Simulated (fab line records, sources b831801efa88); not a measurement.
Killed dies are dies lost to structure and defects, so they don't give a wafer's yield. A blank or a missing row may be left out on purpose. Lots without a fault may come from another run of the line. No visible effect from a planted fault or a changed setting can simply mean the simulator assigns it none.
fab line records	flow sky130
record: lots: 5	wafers: 14	lastDay: 49
route steps=708 shown CONTACT@426 METAL1@434 PAD_OPEN@708
lots with no fault: from the same line, run without faults
startH: start of the lot's first displayed wafer, in hours after the record's first day	waitH: hours since the lot's step before	" identical to the entry in the row above	L1.1+2: one row covering several wafers at once	- either no value or no given start	* or withheld: withheld	< > ~ a bound
route shown NAME@n: names a module that has steps shown in the file, with the first one's number in the route	usual: mean/standard deviation taken from wafers without a fault	same: alike in all rows	chamber/n: place in a boat	sites: per-site readings	_std_site: standard deviation across them	_edge_site: mean of outer sites minus mean of inner sites	radiusMm: how far each site lies from the wafer's centre	mask NAME#n: copy n	behind: the tool/chamber that last shaped the wafer	hold: what put the lot on hold/how long, in hours/how the hold closed	device: whichever transistor did not switch (one of n, p or np)	end of line: tests of these same wafers at the route's end	a step given without rows: its recipe and nothing more	killed: count of dies lost to structure and defects at first sort (not the wafer's yield)	map: the dies of a wafer, with x for killed, . for not killed, _ for no die there
set.NAME: the setting as run; set.NAME@STEP: as run at that earlier step	model.NAME: the simulator's own value behind a step, which no gauge read
lots at some steps of the route; a table a step, a row a wafer
services: from which hour (startH, from the record's first day; less than 0 if before it) a tool's chamber was out of use, for how many hours, and why
== steps ==
step: SKY_CONTACT_STRIP_20
recipe: chemistry: postEtchResidueRemover	timeS: 1200	tempC: 72.5
step: SKY_CONTACT_CLEAN_21
recipe: chemistry: IPA	timeS: 180	tempC: 25
step: SKY_CONTACT_CLEAN_22
recipe: chemistry: O3/DIW	dry: n2Spin
step: SKY_CONTACT_SPUTTER_23
recipe: material: TiN	targetThkNm: 20	chamberPressurePa: 5	powerW: 4000	timeS: 80
step: SKY_CONTACT_CVD_24
recipe: material: W	targetThkNm: 340	timeS: 102.12	tempC: 400	pressureTorr: 40
step: SKY_CONTACT_RS_MEAS_25
recipe: thkMeasGauge: four-point-probe	reads: W_of_CONTACT_CVD_24+TiN_of_CONTACT_SPUTTER_23
usual: CONTACT_W_RS: 0.338/0.0033
lot.wafer	tool	chamber	startH	waitH	CONTACT_W_RS[ohm/sq]
L481.2	filmMetro-01	-	745.35	0.1	0.339
L481.4	"	-	"	"	0.343
L481.5	"	-	"	"	0.339
L487.2	filmMetro-01	-	797.29	0.1	0.335
L487.6	"	-	"	"	0.334
L493.3	filmMetro-03	-	851.25	0.1	0.339
L493.4	"	-	"	"	0.343
L493.5	"	-	"	"	0.337
L494.2	filmMetro-01	-	855.68	0.1	0.342
L494.4	"	-	"	"	0.342
L494.6	"	-	"	"	0.342
L496.2	filmMetro-03	-	872.89	0.1	0.334
L496.3	"	-	"	"	0.335
L496.4	"	-	"	"	0.332
step: SKY_CONTACT_THK_MEAS_26
recipe: thkMeasGauge: xrf	reads: W_of_CONTACT_CVD_24
usual: CONTACT_W_THK: 340/3.9
lot.wafer	tool	chamber	startH	waitH	CONTACT_W_THK[nm]
L481.2	filmMetro-01	-	745.46	0.1	342
L481.4	"	-	"	"	339
L481.5	"	-	"	"	343
L487.2	filmMetro-01	-	797.40	0.1	345
L487.6	"	-	"	"	344
L493.3	filmMetro-03	-	851.35	0.1	337
L493.4	"	-	"	"	334
L493.5	"	-	"	"	340
L494.2	filmMetro-01	-	855.79	0.1	335
L494.4	"	-	"	"	336
L494.6	"	-	"	"	334
L496.2	filmMetro-03	-	873.00	0.1	347
L496.3	"	-	"	"	345
L496.4	"	-	"	"	349
step: SKY_CONTACT_CMP_27
recipe: stopOn: SiO2	tOverpolishS: 15	downForcePsi: 3.5	platenRpm: 60	targetThkNm: 0	padVelocityMS: 0.94248
usual: motorCurrentA: 11.2/1.3	overpolishRunS: 15.001/0.0096	timeToEndpointS: 82.3/2.5
lot.wafer	tool	chamber	startH	waitH	motorCurrentA	overpolishRunS	timeToEndpointS
L481.2	cmp-01	2	745.56	0.1	9.1	15.008	80.2
L481.4	"	3	"	"	12.5	15.001	76.1
L481.5	"	2	"	"	9.1	14.993	78.2
L487.2	cmp-01	3	797.50	0.1	13.0	15.004	83.4
L487.6	"	3	"	"	13.0	15.004	87.4
L493.4	cmp-02	0	851.44	0.1	10.5	14.996	82.4
L493.3	"	2	"	"	12.2	15.012	86.5
L493.5	"	0	"	"	10.9	14.997	81.9
L494.4	cmp-02	0	855.89	0.1	11.5	15.010	84.4
L494.2	"	2	"	"	12.9	15.012	83.2
L494.6	"	0	"	"	10.4	14.994	80.2
L496.4	cmp-01	3	873.05	0.0	13.4	14.991	84.1
L496.2	"	1	"	"	12.2	15.022	81.2
L496.3	"	2	"	"	9.1	15.008	84.2
step: SKY_METAL1_SPUTTER_00
recipe: material: Ti	targetThkNm: 15	powerW: 3000	timeS: 10	chamberPressurePa: 0.4
usual: throttleValvePct: 30.4/1.3
lot.wafer	tool	chamber	startH	waitH	throttleValvePct
L481.2	pvdSputter-04	-	745.81	0.2	32.1
L481.4	"	-	"	"	28.9
L481.5	"	-	"	"	29.3
L487.2	pvdSputter-04	-	797.75	0.2	29.4
L487.6	"	-	"	"	29.0
L493.3	pvdSputter-02	-	851.69	0.1	31.4
L493.4	"	-	"	"	29.2
L493.5	"	-	"	"	30.8
L494.2	pvdSputter-01	-	856.14	0.1	28.8
L494.4	"	-	"	"	30.5
L494.6	"	-	"	"	28.7
L496.2	pvdSputter-02	-	873.35	0.1	31.1
L496.3	"	-	"	"	29.3
L496.4	"	-	"	"	30.9
step: SKY_METAL1_SPUTTER_01
recipe: material: TiN	targetThkNm: 20	powerW: 6500	timeS: 16.7	chamberPressurePa: 0.4
usual: throttleValvePct: 30.4/1.3
lot.wafer	tool	chamber	startH	waitH	throttleValvePct
L481.2	pvdSputter-04	-	745.83	0.0	32.1
L481.4	"	-	"	"	28.9
L481.5	"	-	"	"	29.3
L487.2	pvdSputter-04	-	797.77	0.0	29.1
L487.6	"	-	"	"	28.9
L493.3	pvdSputter-02	-	851.71	0.0	31.2
L493.4	"	-	"	"	29.1
L493.5	"	-	"	"	31.1
L494.2	pvdSputter-01	-	856.16	0.0	28.9
L494.4	"	-	"	"	30.6
L494.6	"	-	"	"	28.5
L496.2	pvdSputter-02	-	873.37	0.0	31.2
L496.3	"	-	"	"	29.0
L496.4	"	-	"	"	31.1
step: SKY_METAL1_SPUTTER_02
recipe: material: AlCu	targetThkNm: 250	powerW: 10600	timeS: 13.3	chamberPressurePa: 0.4
step: SKY_METAL1_SPUTTER_03
recipe: material: Ti	targetThkNm: 5	powerW: 3000	timeS: 3.3	chamberPressurePa: 0.4
step: SKY_METAL1_SPUTTER_04
recipe: material: TiN	targetThkNm: 70	powerW: 6500	timeS: 58.3	chamberPressurePa: 0.4
usual: throttleValvePct: 30.4/1.3
lot.wafer	tool	chamber	startH	waitH	throttleValvePct	model.TiN_of_METAL1_SPUTTER_04.thkNm
L481.2	pvdSputter-04	-	745.90	0.0	32.2	70.38
L481.4	"	-	"	"	29.2	70.05
L481.5	"	-	"	"	29.4	69.7
L487.2	pvdSputter-04	-	797.84	0.0	29.3	69.17
L487.6	"	-	"	"	29.4	98.28
L493.3	pvdSputter-02	-	851.78	0.0	31.5	70.24
L493.4	"	-	"	"	29.3	69.23
L493.5	"	-	"	"	30.8	69.6
L494.2	pvdSputter-01	-	856.23	0.0	28.8	71
L494.4	"	-	"	"	30.6	70.86
L494.6	"	-	"	"	28.9	70.3
L496.2	pvdSputter-02	-	873.44	0.0	30.7	69.03
L496.3	"	-	"	"	29.3	69.67
L496.4	"	-	"	"	31.1	68.55
step: SKY_METAL1_RS_MEAS_05
recipe: thkMeasGauge: four-point-probe	reads: TiN_of_METAL1_SPUTTER_04+Ti_of_METAL1_SPUTTER_03+AlCu_of_METAL1_SPUTTER_02+TiN_of_METAL1_SPUTTER_01+Ti_of_METAL1_SPUTTER_00
usual: METAL1_ALCU_RS: 0.1265/0.0012
lot.wafer	tool	chamber	startH	waitH	METAL1_ALCU_RS[ohm/sq]
L481.2	filmMetro-01	-	745.97	0.0	0.1269
L481.4	"	-	"	"	0.1273
L481.5	"	-	"	"	0.1252
L487.2	filmMetro-04	-	797.91	0.0	0.1281
L487.6	"	-	"	"	0.1257
L493.3	filmMetro-01	-	851.87	0.1	0.1268
L493.4	"	-	"	"	0.1270
L493.5	"	-	"	"	0.1256
L494.2	filmMetro-01	-	856.30	0.0	0.1261
L494.4	"	-	"	"	0.1276
L494.6	"	-	"	"	0.1258
L496.2	filmMetro-02	-	873.51	0.0	0.1283
L496.3	"	-	"	"	0.1276
L496.4	"	-	"	"	0.1275
step: SKY_METAL1_THK_MEAS_06
recipe: thkMeasGauge: xrf	reads: AlCu_of_METAL1_SPUTTER_02
usual: METAL1_ALCU_THK: 247.3/2.8
lot.wafer	tool	chamber	startH	waitH	METAL1_ALCU_THK[nm]
L481.2	filmMetro-01	-	746.08	0.1	247.4
L481.4	"	-	"	"	246.4
L481.5	"	-	"	"	250.2
L487.2	filmMetro-04	-	798.02	0.1	243.8
L487.6	"	-	"	"	234.3
L493.3	filmMetro-01	-	851.97	0.1	243.8
L493.4	"	-	"	"	249.1
L493.5	"	-	"	"	249.7
L494.2	filmMetro-01	-	856.41	0.1	245.8
L494.4	"	-	"	"	245.9
L494.6	"	-	"	"	249.0
L496.2	filmMetro-02	-	873.62	0.1	245.5
L496.3	"	-	"	"	244.5
L496.4	"	-	"	"	245.9
step: SKY_METAL1_DEHYDRATE_07
recipe: tempC: 200	timeS: 60
step: SKY_METAL1_HMDS_08
recipe: primeTimeS: 60	primeTempC: 120
step: SKY_METAL1_COAT_09
recipe: resist: BARC	tempC: withheld	timeS: withheld	spinRpm: 3000	resistThkNm: 60
step: SKY_METAL1_COAT_10
recipe: resist: KrF-thick	spinRpm: 3000	resistThkNm: 450
step: SKY_METAL1_SOFTBAKE_11
recipe: tempC: 100	timeS: 90	resist: KrF-thick
step: SKY_METAL1_EXPOSE_12
recipe: maskId: MM1	na: 0.8	sourceShape: annular	sigmaInner: 0.55	sigmaOuter: 0.85	targetCdNm: 140	doseMj: 28
step: SKY_METAL1_PEB_13
recipe: pebTempC: withheld	pebTimeS: withheld	resist: KrF-thick
step: SKY_METAL1_DEVELOP_14
recipe: developTimeS: 60	resist: KrF-thick	devTempC: 21
step: SKY_METAL1_CD_MEAS_15
recipe: targetCdNm: 140
usual: cdNm: 140.0/1.5
lot.wafer	tool	chamber	startH	waitH	cdNm
L481.2	cdSem-01	-	772.78	-	141.0
L481.4	"	-	"	"	142.6
L481.5	"	-	"	"	142.1
L487.2	cdSem-02	-	825.11	-	141.0
L487.6	"	-	"	"	141.0
L493.3	cdSem-02	-	877.79	-	136.4
L493.4	"	-	"	"	137.2
L493.5	"	-	"	"	137.0
L494.2	cdSem-01	-	881.93	-	137.6
L494.4	"	-	"	"	137.6
L494.6	"	-	"	"	138.6
L496.2	cdSem-01	-	898.61	-	141.8
L496.3	"	-	"	"	141.4
L496.4	"	-	"	"	142.0
step: SKY_METAL1_OVL_MEAS_16
usual: METAL1_OVL: 0/5
lot.wafer	tool	chamber	startH	waitH	METAL1_OVL[nm]
L481.2	overlay-01	-	772.88	0.1	-1
L481.4	"	-	"	"	4
L481.5	"	-	"	"	12
L487.2	overlay-01	-	825.22	0.1	3
L487.6	"	-	"	"	5
L493.3	overlay-02	-	877.88	0.1	1
L493.4	"	-	"	"	0
L493.5	"	-	"	"	0
L494.2	overlay-02	-	882.04	0.1	-13
L494.4	"	-	"	"	-15
L494.6	"	-	"	"	-14
L496.2	overlay-02	-	898.72	0.1	6
L496.3	"	-	"	"	8
L496.4	"	-	"	"	5
step: SKY_METAL1_DESCUM_17
recipe: chemistry: O2	sourcePowerW: 150	biasPowerW: 0	pressureMtorr: 10	tempC: 40	timeS: 8
step: SKY_METAL1_ETCH_18
recipe: chemistry: N2/H2	target: BARC	ionEnergyEv: 200	biasW: 100	pressureMtorr: 30	n2FlowSccm: 100	h2FlowSccm: 200	icpW: 500	stopOn: SiO2	timeS: 45.9	targetDepthA: 600
usual: drypumpMotorCurrentA: 5.89/0.22	h2FlowSccm: 199.9/0.67	oesProductAu: 0.855/0.0051	throttleValvePct: 13.224/0.0094
lot.wafer	tool	chamber	startH	waitH	drypumpMotorCurrentA	h2FlowSccm	oesProductAu	rfHoursCounterH	throttleValvePct
L481.2	rieMetal-04	0	772.95	0.0	6.13	200.6	0.862	13	13.229
L481.4	"	1	"	"	5.68	200.7	0.852	-	13.226
L481.5	"	1	"	"	5.66	199.9	0.857	-	13.241
L487.2	rieMetal-01	0	825.28	0.0	6.03	200.0	0.856	2	13.219
L487.6	"	1	"	"	5.67	199.8	0.850	-	13.224
L493.3	rieMetal-01	1	877.96	0.0	5.66	199.7	0.862	-	13.224
L493.4	"	0	"	"	6.04	199.6	0.857	-	13.225
L493.5	"	1	"	"	5.67	199.6	0.858	-	13.236
L494.2	rieMetal-01	0	882.10	0.0	6.01	198.6	0.860	4	13.211
L494.4	"	1	"	"	5.69	200.2	0.855	-	13.215
L494.6	"	0	"	"	6.00	199.3	0.853	-	13.221
L496.2	rieMetal-04	1	898.78	0.0	5.67	199.6	0.848	10	13.207
L496.3	"	0	"	"	6.14	200.3	0.849	-	13.226
L496.4	"	1	"	"	5.67	201.1	0.845	-	13.206
step: SKY_METAL1_METAL_ETCH_19
recipe: targetDepthA: 3600	stopOn: SiO2	overEtchFrac: 0.3	timeS: 78	chemistry: Cl2/BCl3	resistSidewallDeg: 88	pressureMtorr: 10	icpW: 900	biasW: 48.5	Cl2_flow_sccm: 60	bcl3FlowSccm: 30
usual: drypumpMotorCurrentA: 5.88/0.22	mfcCl2Sccm: 60.02/0.16	oesProductAu: 0.855/0.0062	throttleValvePct: 22.264/0.0091
lot.wafer	tool	chamber	startH	waitH	drypumpMotorCurrentA	mfcCl2Sccm	oesProductAu	rfHoursCounterH	throttleValvePct
L481.2	rieMetal-04	0	773.01	0.0	6.11	60.31	0.861	13	22.268
L481.4	"	1	"	"	5.69	59.91	0.852	-	22.274
L481.5	"	1	"	"	5.68	60.07	0.866	-	22.270
L487.2	rieMetal-01	0	825.34	0.0	6.00	60.36	0.849	2	22.229
L487.6	"	1	"	"	5.67	59.74	0.857	-	22.257
L493.3	rieMetal-01	1	878.03	0.1	5.66	60.04	0.850	-	22.284
L493.4	"	0	"	"	6.00	59.82	0.856	-	22.249
L493.5	"	1	"	"	5.67	60.15	0.861	-	22.263
L494.2	rieMetal-01	0	882.16	0.0	6.01	60.01	0.860	4	22.250
L494.4	"	1	"	"	5.66	60.10	0.854	-	22.276
L494.6	"	0	"	"	6.03	60.18	0.858	-	22.264
L496.2	rieMetal-04	1	898.84	0.0	5.67	60.15	0.852	10	22.267
L496.3	"	0	"	"	6.10	59.73	0.850	-	22.266
L496.4	"	1	"	"	5.67	60.20	0.849	-	22.260
step: SKY_METAL1_STRIP_20
recipe: chemistry: O2/N2	powerW: 1400	pressureMtorr: 1500	platenTempC: withheld	o2FlowSccm: 3000	n2FlowSccm: 300	overashFraction: 0.5
step: SKY_METAL1_STRIP_21
recipe: chemistry: postEtchResidueRemover	timeS: 1200	tempC: 72.5
lot.wafer	tool	chamber	startH	waitH	model.TiN_of_METAL1_SPUTTER_04.thkNm
L481.2	wetBench-01	3	773.20	0.1	69.96
L481.4	"	3	"	"	69.62
L481.5	"	3	"	"	69.27
L487.2	wetBench-02	2	825.53	0.1	68.75
L487.6	"	2	"	"	97.86
L493.3	wetBench-02	0	878.19	0.0	69.81
L493.4	"	0	"	"	68.8
L493.5	"	0	"	"	69.18
L494.2	wetBench-01	1	882.35	0.1	70.57
L494.4	"	1	"	"	70.43
L494.6	"	1	"	"	69.87
L496.2	wetBench-01	3	899.03	0.1	68.62
L496.3	"	3	"	"	69.25
L496.4	"	3	"	"	68.13
step: SKY_METAL1_CLEAN_22
recipe: chemistry: IPA	timeS: 180	tempC: 25
step: SKY_PAD_OPEN_PROBE_99
usual: defectLimitedYield: 82.7/1.8	killed_at_M0_to_M3: 44/6.8	killed_at_M4_up: 3.2/1.7	killedAtContacts: 24/4.9	killedAtFrontEnd: 14/4.1	killedAtOther: 0.2/0.51	killedDies: 85/8.7	killedOpen: 46/6.8	killedShort: 39/6.1	sort_bin_3_pad_short: 0.9/0.43	sort_bin_5_function: 10.1/1.4	sort_bin_6_memory: 6.3/1.1	sortNPass: 407/8.7	sortYieldPct: 82.7/1.8
same: grossDies: 492	killedAtBackSide: 0	sort_bin_4_leakage[%]: 0	sort_bin_8_speed[%]: 0
lot.wafer	tool	chamber	startH	waitH	defectLimitedYield[%]	killed_at_M0_to_M3	killed_at_M4_up	killedAtContacts	killedAtFrontEnd	killedAtOther	killedDies	killedOpen	killedShort	sort_bin_3_pad_short[%]	sort_bin_5_function[%]	sort_bin_6_memory[%]	sortNPass	sortYieldPct[%]	model.etest.via1Chain.rcOhm
L481.2	prober-02	-	1081.88	0.1	81.9	49	5	23	10	2	89	44	45	1.0	10.4	6.7	403	81.9	16.69
L481.4	prober-02	-	1081.98	0.2	82.1	34	3	29	21	1	88	52	36	0.4	10.6	6.9	404	82.1	17.71
L481.5	prober-02	-	1082.03	0.2	83.3	36	5	28	13	0	82	51	31	1.2	7.9	7.5	410	83.3	15.61
L487.2	prober-02	-	1129.98	0.1	83.9	36	3	28	12	0	79	48	31	1.0	9.8	5.3	413	83.9	16.71
L487.6	prober-02	-	1130.18	0.2	77.2	51	6	29	25	1	112	62	50	1.0	15.2	6.5	380	77.2	17.85
L493.3	prober-02	-	1168.32	0.2	83.7	36	2	27	15	0	80	36	44	1.4	10.0	4.9	412	83.7	15.98
L493.4	prober-02	-	1168.37	0.2	83.9	38	4	25	11	1	79	40	39	1.4	8.7	5.9	413	83.9	15.44
L493.5	prober-02	-	1168.42	0.2	81.3	47	2	25	18	0	92	55	37	0.4	11.0	7.3	400	81.3	14.82
L494.2	prober-01	-	1169.77	0.1	81.9	46	1	24	18	0	89	45	44	0.8	10.8	6.5	403	81.9	17.27
L494.4	prober-01	-	1169.87	0.2	83.5	35	1	28	17	0	81	50	31	1.4	8.9	6.1	411	83.5	16.27
L494.6	prober-01	-	1169.97	0.2	81.7	38	2	31	19	0	90	42	48	1.6	9.3	7.3	402	81.7	17.02
L496.2	prober-01	-	1173.32	0.1	81.7	49	5	22	13	1	90	49	41	1.2	9.1	7.9	402	81.7	16.04
L496.3	prober-01	-	1173.37	0.2	84.1	40	6	17	15	0	78	35	43	1.8	8.9	5.1	414	84.1	16.7
L496.4	prober-01	-	1173.42	0.2	82.9	48	5	21	10	0	84	43	41	0.6	11.0	5.5	408	82.9	16.5
killed by level:class
L481.2 VIA1:geometricParticle:open=9 VIA3:geometricParticle:open=8 LI_CONTACT:geometricParticle:open=7 VIA1:geometricParticle:short=7 VIA2:geometricParticle:short=7 CONTACT:geometricParticle:open=6 VIA2:geometricParticle:open=6 METAL4:geometricParticle:short=5
L481.4 CONTACT:geometricParticle:open=10 LI_CONTACT:geometricParticle:open=9 POLY_GATE:geometricParticle:short=6 VIA1:geometricParticle:open=6 VIA2:geometricParticle:open=6 POLY_GATE:geometricParticle:open=5 METAL3:geometricParticle:short=5 METAL2:geometricParticle:short=5
L481.5 CONTACT:geometricParticle:open=12 VIA1:geometricParticle:open=8 VIA2:geometricParticle:open=7 LI_CONTACT:geometricParticle:open=7 VIA3:geometricParticle:open=7 CONTACT:geometricParticle:short=7 VIA1:geometricParticle:short=7 POLY_GATE:geometricParticle:short=4
L487.2 VIA2:geometricParticle:open=10 CONTACT:geometricParticle:short=8 LI_CONTACT:geometricParticle:open=7 CONTACT:geometricParticle:open=7 VIA3:geometricParticle:open=6 VIA1:geometricParticle:open=6 FIELD_ISO:geometricParticle:open=5 VIA1:geometricParticle:short=5
L487.6 VIA2:geometricParticle:open=13 CONTACT:geometricParticle:open=11 VIA1:geometricParticle:open=11 LI_CONTACT:geometricParticle:open=10 FIELD_ISO:geometricParticle:short=9 METAL2:geometricParticle:short=6 FIELD_ISO:geometricParticle:open=5 POLY_GATE:geometricParticle:open=4
L493.3 CONTACT:geometricParticle:open=7 LI_CONTACT:geometricParticle:open=7 VIA3:geometricParticle:open=7 LOCAL_INTERCONNECT:geometricParticle:short=7 FIELD_ISO:geometricParticle:short=5 VIA2:geometricParticle:open=5 METAL1:geometricParticle:short=5 VIA1:geometricParticle:short=5
L493.4 VIA1:geometricParticle:open=7 VIA3:geometricParticle:open=7 LI_CONTACT:geometricParticle:open=6 LI_CONTACT:geometricParticle:short=6 VIA2:geometricParticle:open=5 CONTACT:geometricParticle:short=5 METAL2:geometricParticle:short=5 FIELD_ISO:geometricParticle:short=4
L493.5 VIA1:geometricParticle:open=10 CONTACT:geometricParticle:open=10 METAL1:geometricParticle:short=9 FIELD_ISO:geometricParticle:open=8 METAL2:geometricParticle:short=7 METAL1:geometricParticle:open=6 FIELD_ISO:geometricParticle:short=4 LI_CONTACT:geometricParticle:open=4
L494.2 VIA1:geometricParticle:open=8 CONTACT:geometricParticle:open=7 FIELD_ISO:geometricParticle:short=6 POLY_GATE:geometricParticle:open=6 VIA2:geometricParticle:open=6 VIA3:geometricParticle:open=6 VIA3:geometricParticle:short=5 LI_CONTACT:geometricParticle:open=5
L494.4 CONTACT:geometricParticle:open=12 VIA1:geometricParticle:open=10 CONTACT:geometricParticle:short=6 VIA3:geometricParticle:open=6 POLY_GATE:geometricParticle:short=5 LI_CONTACT:geometricParticle:open=5 FIELD_ISO:geometricParticle:open=4 POLY_GATE:geometricParticle:open=4
L494.6 VIA1:geometricParticle:open=10 CONTACT:geometricParticle:short=9 LI_CONTACT:geometricParticle:open=7 VIA3:geometricParticle:open=7 FIELD_ISO:geometricParticle:open=5 FIELD_ISO:geometricParticle:short=5 LI_CONTACT:geometricParticle:short=5 CONTACT:geometricParticle:open=5
L496.2 VIA1:geometricParticle:open=10 CONTACT:geometricParticle:open=9 VIA3:geometricParticle:open=9 VIA3:geometricParticle:short=7 METAL1:geometricParticle:short=7 VIA1:geometricParticle:short=6 FIELD_ISO:geometricParticle:open=5 CONTACT:geometricParticle:short=5
L496.3 CONTACT:geometricParticle:open=8 VIA1:geometricParticle:open=8 FIELD_ISO:geometricParticle:short=7 METAL4:geometricParticle:short=5 VIA2:geometricParticle:open=5 VIA3:geometricParticle:short=4 LOCAL_INTERCONNECT:geometricParticle:short=4 VIA3:geometricParticle:open=4
L496.4 VIA1:geometricParticle:open=9 CONTACT:geometricParticle:open=9 METAL1:geometricParticle:short=7 VIA3:geometricParticle:open=6 VIA2:geometricParticle:open=6 FIELD_ISO:geometricParticle:short=5 LI_CONTACT:geometricParticle:open=4 VIA1:geometricParticle:short=4
== services ==
tool	chamber	startH	hours	kind
cmp-02	-	730.19	0.9	repair
rieMetal-01	0	739.84	-	clean
rieMetal-01	0	739.84	17.5	scheduledDown
rieMetal-01	0	739.84	17.5	ventCycle
pvdSputter-02	-	741.28	1.3	repair
cmp-02	-	744.00	4.0	pm
cmp-02	-	751.82	7.6	pm
pvdSputter-02	-	755.28	5.0	repair
rieMetal-04	-	757.61	1.4	pm
pvdSputter-01	-	765.70	12.3	repair
pvdSputter-02	-	775.77	2.7	repair
pvdSputter-01	-	781.16	50.1	repair
cmp-01	-	786.15	4.3	repair
rieMetal-01	0	794.98	3.8	repair
rieMetal-04	1	808.43	12.1	repair
pvdSputter-01	-	812.53	1.7	repair
cmp-01	-	826.63	3.8	pm
cmp-01	-	833.79	0.7	repair
cmp-01	-	860.22	4.5	repair
pvdSputter-01	-	865.49	0.9	repair
rieMetal-04	0	873.26	-	clean
rieMetal-04	0	873.26	22.9	scheduledDown
rieMetal-04	0	873.26	22.9	ventCycle
cmp-01	-	880.50	1.1	repair
== key ==
firstSign: step: SKY_METAL1_THK_MEAS_06	reading: METAL1_ALCU_THK	direction: down	sigmas: 4.6	usual: 247.3	struck: 234.3
effect none on later readings
modelEffect: step: SKY_METAL1_SPUTTER_04	value: TiN_of_METAL1_SPUTTER_04.thkNm	without: 69.6	struck: 98.28
modelEffect: step: SKY_METAL1_STRIP_21	value: TiN_of_METAL1_SPUTTER_04.thkNm	without: 69.18	struck: 97.86
modelEffect: step: SKY_PAD_OPEN_PROBE_99	value: etest.via1Chain.rcOhm	without: 16.41	struck: 17.85
metAt SKY_METAL1_SPUTTER_04
struckWafers L487.6
onsetBetween 745.90 797.84
fault: kind: processParameterDrift	tool: pvdSputter-04	chamber: -	onsetH: 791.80	steps: SKY_METAL1_SPUTTER_04	channel: targetThkNm	offset: 28.683	shape: step	endH: 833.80	scope: struckWafersOnly	actsIn: theseRecipesOnly	stated: 70
